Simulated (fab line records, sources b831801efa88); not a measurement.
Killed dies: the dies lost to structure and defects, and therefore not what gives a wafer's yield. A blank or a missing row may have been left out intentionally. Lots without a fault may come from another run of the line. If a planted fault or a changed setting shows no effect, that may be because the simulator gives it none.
Which tool was responsible? + flow sky130 + 12 lots with 34 wafers sampled at 4 steps, on a route of 708 steps

## WHAT THE GAUGES READ, wafer by wafer
SKY_FIELD_ISO_THK_MEAS_02.
| lot  | measured    | on            | FIELD_ISO_OXIDATION_00_THK (nm) |
|------|-------------|---------------|---------------------------------|
| L155 | day 1 11:49 | film_metro-04 | 10.98 11.14 10.99               |
| L157 | day 1 21:47 | film_metro-03 | 11.47 11.17 11.35               |
| L158 | day 2 03:19 | film_metro-04 | 10.83 11.00 11.03               |
| L159 | day 2 07:50 | film_metro-03 | 11.11 11.04 11.21               |
| L161 | day 2 18:35 | film_metro-04 | 10.73 10.52 10.77               |
| L163 | day 3 05:41 | film_metro-04 | 11.02 10.91                     |
| L164 | day 3 09:58 | film_metro-01 | 11.15 11.26                     |
| L166 | day 3 19:02 | film_metro-04 | 11.42 11.32 11.64               |
| L172 | day 5 00:55 | film_metro-04 | 11.11 11.00 11.39               |
| L175 | day 5 15:38 | film_metro-04 | 10.84 11.04 11.05               |
| L176 | day 5 23:12 | film_metro-01 | 10.71 10.57 10.72               |
| L178 | day 6 06:38 | film_metro-03 | 11.08 11.10 11.29               |

SKY_LDD_HVN_TW_MEAS_10.
| lot  | measured     | on            | LDD_HVN_TW     |
|------|--------------|---------------|----------------|
| L155 | day 20 02:53 | film_metro-04 | 1424 1421 1420 |
| L157 | day 21 01:13 | film_metro-04 | 1435 1433 1428 |
| L158 | day 21 05:23 | film_metro-04 | 1438 1433 1428 |
| L159 | day 22 03:28 | film_metro-04 | 1421 1423 1416 |
| L161 | day 22 20:38 | film_metro-02 | 1434 1437 1436 |
| L163 | day 23 10:39 | film_metro-02 | 1478 1480      |
| L164 | day 23 16:55 | film_metro-02 | 1472 1479      |
| L166 | day 24 10:13 | film_metro-02 | 1471 1464 1463 |
| L172 | day 26 15:46 | film_metro-01 | 1437 1442 1432 |
| L175 | day 27 12:31 | film_metro-02 | 1437 1427 1435 |
| L176 | day 28 00:11 | film_metro-02 | 1433 1432 1424 |
| L178 | day 29 03:34 | film_metro-01 | 1438 1437 1451 |

## TOOL THAT RAN EACH LOT (tool first, then ch and the chambers of the sampled wafers, then the start)
| lot  | SKY_VT_ADJUST_LVTN_STRIP_09          | SKY_LDD_HVN_IMPLANT_08          |
|------|--------------------------------------|---------------------------------|
| L155 | plasma_asher-02 ch 0,1, day 6 18:52  | implanter-02 ch 0, day 20 02:38 |
| L157 | plasma_asher-02 ch 0,1, day 7 13:25  | implanter-03 ch 0, day 21 00:58 |
| L158 | plasma_asher-01 ch 0, day 7 16:05    | implanter-01 ch 0, day 21 05:09 |
| L159 | plasma_asher-01 ch 0,1, day 8 02:35  | implanter-02 ch 0, day 22 03:13 |
| L161 | plasma_asher-04 ch 0,1, day 8 14:52  | implanter-01 ch 0, day 22 20:25 |
| L163 | plasma_asher-04 ch 0, day 9 03:42    | implanter-01 ch 0, day 23 10:26 |
| L164 | plasma_asher-04 ch 1, day 9 06:52    | implanter-01 ch 0, day 23 16:40 |
| L166 | plasma_asher-02 ch 0,1, day 9 21:31  | implanter-01 ch 0, day 24 09:58 |
| L172 | plasma_asher-02 ch 0,1, day 11 15:46 | implanter-03 ch 0, day 26 15:31 |
| L175 | plasma_asher-02 ch 0,1, day 12 07:53 | implanter-02 ch 0, day 27 12:16 |
| L176 | plasma_asher-02 ch 0,1, day 12 13:54 | implanter-02 ch 0, day 27 23:58 |
| L178 | plasma_asher-01 ch 0,1, day 13 17:10 | implanter-03 ch 0, day 29 03:19 |
- SKY_VT_ADJUST_LVTN_STRIP_09: strips in O2/N2.
- SKY_LDD_HVN_IMPLANT_08

## AS READ BY THE TOOLS THEMSELVES (means over the sampled wafers that have a number; for cases with no such wafer, the mark the record gives instead)
SKY_VT_ADJUST_LVTN_STRIP_09.
| lot  | tool            | chamber_pressure_mTorr (mTorr) | drypump_motor_current_A (A) | oes_product_au (a.u.) | strip_time_to_endpoint_s (s) |
|------|-----------------|--------------------------------|-----------------------------|-----------------------|------------------------------|
| L155 | plasma_asher-02 | 1499.4                         | 5.7                         | 0.721                 | 36.91                        |
| L157 | plasma_asher-02 | 1500.5                         | 5.8                         | 0.725                 | 37.01                        |
| L158 | plasma_asher-01 | 1501.6                         | 6.0                         | 0.725                 | 36.94                        |
| L159 | plasma_asher-01 | 1500.8                         | 5.9                         | 0.724                 | 36.97                        |
| L161 | plasma_asher-04 | 1499.0                         | 5.8                         | 0.719                 | 36.90                        |
| L163 | plasma_asher-04 | 1499.9                         | 5.4                         | 0.728                 | 36.92                        |
| L164 | plasma_asher-04 | 1496.6                         | 6.7                         | 0.726                 | 36.92                        |
| L166 | plasma_asher-02 | 1501.4                         | 5.8                         | 0.723                 | 37.03                        |
| L172 | plasma_asher-02 | 1500.5                         | 5.8                         | 0.723                 | 36.88                        |
| L175 | plasma_asher-02 | 1499.5                         | 5.7                         | 0.722                 | 36.85                        |
| L176 | plasma_asher-02 | 1499.8                         | 5.8                         | 0.723                 | 37.05                        |
| L178 | plasma_asher-01 | 1500.2                         | 5.9                         | 0.722                 | 37.03                        |

SKY_LDD_HVN_IMPLANT_08.
| lot  | tool         | beam_on_s (s) | faraday_current_uA |
|------|--------------|---------------|--------------------|
| L155 | implanter-02 | 10.06         | 168                |
| L157 | implanter-03 | 9.91          | 171                |
| L158 | implanter-01 | 9.82          | 172                |
| L159 | implanter-02 | 10.12         | 167                |
| L161 | implanter-01 | 10.25         | 165                |
| L163 | implanter-01 | 10.79         | 156                |
| L164 | implanter-01 | 10.88         | 156                |
| L166 | implanter-01 | 10.86         | 155                |
| L172 | implanter-03 | 9.99          | 169                |
| L175 | implanter-02 | 9.91          | 171                |
| L176 | implanter-02 | 9.98          | 169                |
| L178 | implanter-03 | 9.84          | 172                |

## THE ANSWER, worked out from the rows above alone
Rule: the lots themselves supply what counts as usual. The widest of any qualifying gaps counts: lots, ordered by their means at a reading, are off when they make up no more than a third of the lots, leave a main group of 4 or more, and stand apart from it by 3 or more times the standard deviation of that group's means. A main group is skipped when, at the precision printed for the reading in the tables above, its means are all equal. Also off: a lot with no number at a reading for which 4 or more lots have one. Where the step has rows for the other lots, those lots are counted as sound. After the gauges, taken in route order, come the tools' own readings; for these a lot's mean is taken, as printed above. The first step at which some lot is off is used, and at that step the reading that is off furthest; a lot without a number counts as furthest.
Off: L163, L164, L166, seen at SKY_LDD_HVN_TW_MEAS_10 (LDD_HVN_TW). Main group: mean 1432, sd 6.6.
If a tool, at a process step before that reading, ran all the lots that are off and no sound lot after the first of them, it fits. The gauges at SKY_LDD_HVN_TW_MEAS_10 aren't tried: what is off there is off at SKY_LDD_HVN_IMPLANT_08 too, on other tools, and a gauge's error can't cause that. One fits: implanter-01 at SKY_LDD_HVN_IMPLANT_08. Its last sound lot is L161 (day 22 20:25), its first lot that is off L163 (day 23 10:26): a fault that began between those two fits.
The tool's own readings at SKY_LDD_HVN_IMPLANT_08 bear it out: on the lots that are off they differ by more than 5 times the standard deviation of the sound lots' means. beam_on_s reads 10.84 s there against 9.99 s on the sound lots; faraday_current_uA reads 156 there against 169 on the sound lots.

## WHAT HAD BEEN PUT IN BY THE SIMULATOR
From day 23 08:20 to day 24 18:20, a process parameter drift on implanter-01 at SKY_LDD_HVN_IMPLANT_08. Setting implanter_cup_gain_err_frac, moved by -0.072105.
Struck lots among those shown: L163, L164, L166. The rule given above showed the same thing.
